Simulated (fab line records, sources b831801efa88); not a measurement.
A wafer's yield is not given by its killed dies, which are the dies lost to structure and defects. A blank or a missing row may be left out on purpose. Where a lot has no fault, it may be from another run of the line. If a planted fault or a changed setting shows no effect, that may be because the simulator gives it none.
fab line records + flow sky130
record
- lots=14
- wafers=42
- last_day=50
route steps=708 shown FIELD_ISO@3 NWELL@63 VT_ADJUST_LVTN@105 LDD_LDN@302
lots that met no fault: taken from a fault-free run of the same line
start_h: hours from the record's opening day to when the first of the lot's shown wafers began + wait_h: time in hours since the lot's previous step + " as in the row above + L1.1+2: one row covering several wafers at once + - either no value or no given start + * or withheld: withheld + < > ~ a bound
route shown NAME@n: a module of which the file shows steps, and the number in the route of the first + usual: average and standard deviation across the fault-free wafers + same: alike in all rows + chamber/n: place in a boat + sites: each site's reading + _std_site: their standard deviation + _edge_site: mean of outer sites minus mean of inner sites + radius_mm: for every site, how far away it sits from the centre of the wafer + mask NAME#n: copy n + behind: the last tool/chamber to shape the wafer + hold: why the lot was held/for how many hours/how that ended + device: the transistor (n, p or np) that didn't switch + end of line: at the end of the route, the tests of the same wafers + where a step has no rows: the recipe by itself + killed: dies that structure and defects cost at the first sort, which is not the same as the wafer's yield + map: the dies of a wafer, with x for killed, . for not killed, _ for no die there
set.NAME: the setting the step ran with; set.NAME@STEP: the setting that earlier step ran with + model.NAME: the simulator's own value behind a step, which no gauge read
one table for each step of the route and one row for each wafer, over a sample of lots
services: from which hour (start_h, from the record's first day; less than 0 if before it) a tool's chamber was out of use, for how many hours, and why
## steps
# step SKY_FIELD_ISO_THK_MEAS_02
# recipe
- reads=SiO2_of_FIELD_ISO_OXIDATION_01
# usual
- FIELD_ISO_OXIDATION_00_THK=11.94/0.21
| lot.wafer | tool          | chamber | start_h | wait_h | FIELD_ISO_OXIDATION_00_THK[nm] |
|-----------|---------------|---------|---------|--------|--------------------------------|
| L802.3    | film_metro-01 | -       | 11.65   | 0.0    | 11.68                          |
| L802.4    | "             | -       | "       | "      | 11.88                          |
| L802.6    | "             | -       | "       | "      | 12.03                          |
| L803.2    | film_metro-03 | -       | 17.39   | 0.0    | 11.97                          |
| L803.3    | "             | -       | "       | "      | 11.82                          |
| L803.5    | "             | -       | "       | "      | 11.79                          |
| L804.2    | film_metro-04 | -       | 22.71   | 0.0    | 11.89                          |
| L804.4    | "             | -       | "       | "      | 11.99                          |
| L804.6    | "             | -       | "       | "      | 11.91                          |
| L805.2    | film_metro-04 | -       | 27.54   | 0.0    | 12.17                          |
| L805.4    | "             | -       | "       | "      | 12.25                          |
| L805.5    | "             | -       | "       | "      | 12.03                          |
| L806.1    | film_metro-04 | -       | 34.46   | 0.0    | 11.96                          |
| L806.2    | "             | -       | "       | "      | 11.88                          |
| L806.3    | "             | -       | "       | "      | 12.21                          |
| L807.2    | film_metro-04 | -       | 38.73   | 0.0    | 12.00                          |
| L807.3    | "             | -       | "       | "      | 12.11                          |
| L807.5    | "             | -       | "       | "      | 12.01                          |
| L808.1    | film_metro-01 | -       | 44.67   | 0.0    | 11.72                          |
| L808.4    | "             | -       | "       | "      | 11.70                          |
| L808.5    | "             | -       | "       | "      | 11.95                          |
| L812.1    | film_metro-04 | -       | 62.40   | 0.0    | 12.08                          |
| L812.4    | "             | -       | "       | "      | 11.89                          |
| L812.6    | "             | -       | "       | "      | 11.87                          |
| L815.1    | film_metro-04 | -       | 76.63   | 0.0    | 11.65                          |
| L815.2    | "             | -       | "       | "      | 11.71                          |
| L815.3    | "             | -       | "       | "      | 11.69                          |
| L816.1    | film_metro-04 | -       | 82.73   | 0.0    | 11.97                          |
| L816.4    | "             | -       | "       | "      | 12.20                          |
| L816.6    | "             | -       | "       | "      | 12.02                          |
| L819.1    | film_metro-04 | -       | 97.02   | 0.0    | 11.80                          |
| L819.2    | "             | -       | "       | "      | 11.72                          |
| L819.3    | "             | -       | "       | "      | 11.92                          |
| L820.2    | film_metro-01 | -       | 103.45  | 0.0    | 12.02                          |
| L820.3    | "             | -       | "       | "      | 12.42                          |
| L820.5    | "             | -       | "       | "      | 12.11                          |
| L821.1    | film_metro-03 | -       | 106.63  | 0.0    | 12.35                          |
| L821.2    | "             | -       | "       | "      | 12.36                          |
| L821.3    | "             | -       | "       | "      | 12.35                          |
| L824.2    | film_metro-01 | -       | 123.02  | 0.0    | 12.00                          |
| L824.3    | "             | -       | "       | "      | 11.96                          |
| L824.5    | "             | -       | "       | "      | 12.01                          |
# step SKY_NWELL_OVL_MEAS_10
# usual
- NWELL_00_OVL=-0.1/1.2
| lot.wafer | tool       | chamber | start_h | wait_h | NWELL_00_OVL[nm] |
|-----------|------------|---------|---------|--------|------------------|
| L802.3    | overlay-02 | -       | 90.09   | -      | -0.4             |
| L802.4    | "          | -       | "       | "      | -1.0             |
| L802.6    | "          | -       | "       | "      | 0.7              |
| L803.2    | overlay-02 | -       | 95.64   | -      | 1.7              |
| L803.3    | "          | -       | "       | "      | 0.2              |
| L803.5    | "          | -       | "       | "      | 1.0              |
| L804.2    | overlay-02 | -       | 98.90   | -      | -2.0             |
| L804.4    | "          | -       | "       | "      | -1.5             |
| L804.6    | "          | -       | "       | "      | -2.8             |
| L805.2    | overlay-02 | -       | 103.46  | -      | 1.7              |
| L805.4    | "          | -       | "       | "      | 0.3              |
| L805.5    | "          | -       | "       | "      | 1.4              |
| L806.1    | overlay-01 | -       | 108.98  | -      | -2.0             |
| L806.2    | "          | -       | "       | "      | -0.5             |
| L806.3    | "          | -       | "       | "      | -3.1             |
| L807.2    | overlay-01 | -       | 115.39  | -      | 1.6              |
| L807.3    | "          | -       | "       | "      | -0.6             |
| L807.5    | "          | -       | "       | "      | -0.6             |
| L808.1    | overlay-01 | -       | 120.90  | -      | 0.3              |
| L808.4    | "          | -       | "       | "      | 1.3              |
| L808.5    | "          | -       | "       | "      | -0.5             |
| L812.1    | overlay-01 | -       | 142.10  | -      | -1.4             |
| L812.4    | "          | -       | "       | "      | 0.5              |
| L812.6    | "          | -       | "       | "      | -0.7             |
| L815.1    | overlay-02 | -       | 162.90  | -      | 0.5              |
| L815.2    | "          | -       | "       | "      | 0.0              |
| L815.3    | "          | -       | "       | "      | 0.3              |
| L816.1    | overlay-01 | -       | 167.45  | -      | -0.2             |
| L816.4    | "          | -       | "       | "      | -0.1             |
| L816.6    | "          | -       | "       | "      | 0.6              |
| L819.1    | overlay-02 | -       | 185.10  | -      | 1.3              |
| L819.2    | "          | -       | "       | "      | 1.6              |
| L819.3    | "          | -       | "       | "      | 0.2              |
| L820.2    | overlay-01 | -       | 190.45  | -      | -0.8             |
| L820.3    | "          | -       | "       | "      | -0.8             |
| L820.5    | "          | -       | "       | "      | -1.4             |
| L821.1    | overlay-01 | -       | 194.45  | -      | 0.7              |
| L821.2    | "          | -       | "       | "      | 2.0              |
| L821.3    | "          | -       | "       | "      | 0.6              |
| L824.2    | overlay-01 | -       | 215.01  | -      | 1.8              |
| L824.3    | "          | -       | "       | "      | -1.2             |
| L824.5    | "          | -       | "       | "      | 0.6              |
# step SKY_VT_ADJUST_LVTN_IMPLANT_08
# recipe
- species=B
- energy_kev=30
- dose_cm2=1.57e+12
- tilt_deg=withheld
# usual
- dose_ions_cm2=1.5699e+12/1.6e+09
| lot.wafer | tool         | chamber | start_h | wait_h | dose_ions_cm2 |
|-----------|--------------|---------|---------|--------|---------------|
| L802.3    | implanter-03 | 0       | 147.03  | 0.1    | 1.5714e+12    |
| L802.4    | "            | 0       | "       | "      | 1.5704e+12    |
| L802.6    | "            | 0       | "       | "      | 1.5684e+12    |
| L803.2    | implanter-03 | 0       | 153.15  | 0.0    | 1.5679e+12    |
| L803.3    | "            | 0       | "       | "      | 1.572e+12     |
| L803.5    | "            | 0       | "       | "      | 1.57e+12      |
| L804.2    | implanter-03 | 0       | 157.46  | 0.0    | 1.5676e+12    |
| L804.4    | "            | 0       | "       | "      | 1.569e+12     |
| L804.6    | "            | 0       | "       | "      | 1.5668e+12    |
| L805.2    | implanter-04 | 0       | 161.46  | 0.0    | 1.571e+12     |
| L805.4    | "            | 0       | "       | "      | 1.5707e+12    |
| L805.5    | "            | 0       | "       | "      | 1.5713e+12    |
| L806.1    | implanter-04 | 0       | 167.83  | 0.0    | 1.5702e+12    |
| L806.2    | "            | 0       | "       | "      | 1.5685e+12    |
| L806.3    | "            | 0       | "       | "      | 1.5706e+12    |
| L807.2    | implanter-04 | 0       | 175.74  | 0.0    | 1.5689e+12    |
| L807.3    | "            | 0       | "       | "      | 1.5696e+12    |
| L807.5    | "            | 0       | "       | "      | 1.5684e+12    |
| L808.1    | implanter-03 | 0       | 181.67  | 0.0    | 1.5674e+12    |
| L808.4    | "            | 0       | "       | "      | 1.5678e+12    |
| L808.5    | "            | 0       | "       | "      | 1.5679e+12    |
| L812.1    | implanter-01 | 0       | 205.73  | 0.0    | 1.569e+12     |
| L812.4    | "            | 0       | "       | "      | 1.5678e+12    |
| L812.6    | "            | 0       | "       | "      | 1.5684e+12    |
| L815.1    | implanter-01 | 0       | 228.48  | 0.0    | 1.5147e+12    |
| L815.2    | "            | 0       | "       | "      | 1.5156e+12    |
| L815.3    | "            | 0       | "       | "      | 1.5183e+12    |
| L816.1    | implanter-01 | 0       | 230.79  | 0.0    | 1.518e+12     |
| L816.4    | "            | 0       | "       | "      | 1.5191e+12    |
| L816.6    | "            | 0       | "       | "      | 1.5135e+12    |
| L819.1    | implanter-03 | 0       | 251.48  | 0.0    | 1.5707e+12    |
| L819.2    | "            | 0       | "       | "      | 1.5674e+12    |
| L819.3    | "            | 0       | "       | "      | 1.5701e+12    |
| L820.2    | implanter-04 | 0       | 257.11  | 0.0    | 1.5699e+12    |
| L820.3    | "            | 0       | "       | "      | 1.5716e+12    |
| L820.5    | "            | 0       | "       | "      | 1.5717e+12    |
| L821.1    | implanter-04 | 0       | 261.83  | 0.0    | 1.5724e+12    |
| L821.2    | "            | 0       | "       | "      | 1.5686e+12    |
| L821.3    | "            | 0       | "       | "      | 1.5679e+12    |
| L824.2    | implanter-03 | 0       | 284.75  | 0.0    | 1.5703e+12    |
| L824.3    | "            | 0       | "       | "      | 1.5717e+12    |
| L824.5    | "            | 0       | "       | "      | 1.5698e+12    |
# step SKY_LDD_LDN_TW_MEAS_13
# usual
- LDD_LDN_TW=1497/9.2
| lot.wafer | tool          | chamber | start_h | wait_h | LDD_LDN_TW |
|-----------|---------------|---------|---------|--------|------------|
| L802.3    | film_metro-04 | -       | 530.64  | 0.1    | 1491       |
| L802.4    | "             | -       | "       | "      | 1491       |
| L802.6    | "             | -       | "       | "      | 1494       |
| L803.2    | film_metro-01 | -       | 537.63  | 0.1    | 1480       |
| L803.3    | "             | -       | "       | "      | 1478       |
| L803.5    | "             | -       | "       | "      | 1494       |
| L804.2    | film_metro-03 | -       | 542.13  | 0.1    | 1498       |
| L804.4    | "             | -       | "       | "      | 1505       |
| L804.6    | "             | -       | "       | "      | 1500       |
| L805.2    | film_metro-04 | -       | 549.68  | 0.1    | 1482       |
| L805.4    | "             | -       | "       | "      | 1494       |
| L805.5    | "             | -       | "       | "      | 1496       |
| L806.1    | film_metro-03 | -       | 558.97  | 0.1    | 1502       |
| L806.2    | "             | -       | "       | "      | 1507       |
| L806.3    | "             | -       | "       | "      | 1499       |
| L807.2    | film_metro-04 | -       | 567.29  | 0.1    | 1495       |
| L807.3    | "             | -       | "       | "      | 1498       |
| L807.5    | "             | -       | "       | "      | 1503       |
| L808.1    | film_metro-03 | -       | 577.22  | 0.1    | 1506       |
| L808.4    | "             | -       | "       | "      | 1505       |
| L808.5    | "             | -       | "       | "      | 1507       |
| L812.1    | film_metro-03 | -       | 605.92  | 0.1    | 1509       |
| L812.4    | "             | -       | "       | "      | 1504       |
| L812.6    | "             | -       | "       | "      | 1510       |
| L815.1    | film_metro-03 | -       | 643.12  | 0.1    | 1501       |
| L815.2    | "             | -       | "       | "      | 1508       |
| L815.3    | "             | -       | "       | "      | 1504       |
| L816.1    | film_metro-01 | -       | 646.33  | 0.1    | 1480       |
| L816.4    | "             | -       | "       | "      | 1479       |
| L816.6    | "             | -       | "       | "      | 1474       |
| L819.1    | film_metro-01 | -       | 670.64  | 0.1    | 1489       |
| L819.2    | "             | -       | "       | "      | 1490       |
| L819.3    | "             | -       | "       | "      | 1480       |
| L820.2    | film_metro-03 | -       | 677.84  | 0.1    | 1505       |
| L820.3    | "             | -       | "       | "      | 1504       |
| L820.5    | "             | -       | "       | "      | 1498       |
| L821.1    | film_metro-04 | -       | 681.83  | 0.1    | 1499       |
| L821.2    | "             | -       | "       | "      | 1495       |
| L821.3    | "             | -       | "       | "      | 1495       |
| L824.2    | film_metro-03 | -       | 706.63  | 0.1    | 1518       |
| L824.3    | "             | -       | "       | "      | 1518       |
| L824.5    | "             | -       | "       | "      | 1511       |
## services
| tool         | chamber | start_h | hours | kind   |
|--------------|---------|---------|-------|--------|
| implanter-01 | -       | 166.03  | 2.8   | repair |
| implanter-01 | -       | 185.57  | 4.3   | pm     |
| implanter-04 | -       | 222.99  | 20.4  | pm     |
| implanter-03 | -       | 233.70  | 1.7   | repair |
| implanter-04 | -       | 248.29  | 2.4   | repair |
| implanter-01 | -       | 253.56  | 2.3   | repair |
## key
first_sign
- step=SKY_VT_ADJUST_LVTN_IMPLANT_08
- reading=dose_ions_cm2
- direction=down
- sigmas=33
- usual=*
- struck=*
effect none on later readings
met_at SKY_VT_ADJUST_LVTN_IMPLANT_08
struck_lots L815,L816
tester_left_out L815,L816
not_acting_at SKY_FIELD_ISO_THK_MEAS_02,SKY_NWELL_OVL_MEAS_10,SKY_LDD_LDN_TW_MEAS_13
onset_between 205.73 228.48
fault
- kind=process_parameter_drift
- tool=implanter-01
- chamber=-
- onset_h=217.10
- steps=SKY_VT_ADJUST_LVTN_IMPLANT_08
- channel=dose_cm2
- offset=*
- shape=step
- end_h=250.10
- acts_in=*
- stated=*
# tester_left_out: of these lots the tester's yield and bins aren't shown, on N5 and GAA mostly nor the transistor test; their killed dies are dies lost to structure and defects alone, not to doping, threshold or leakage, so they don't give the yield
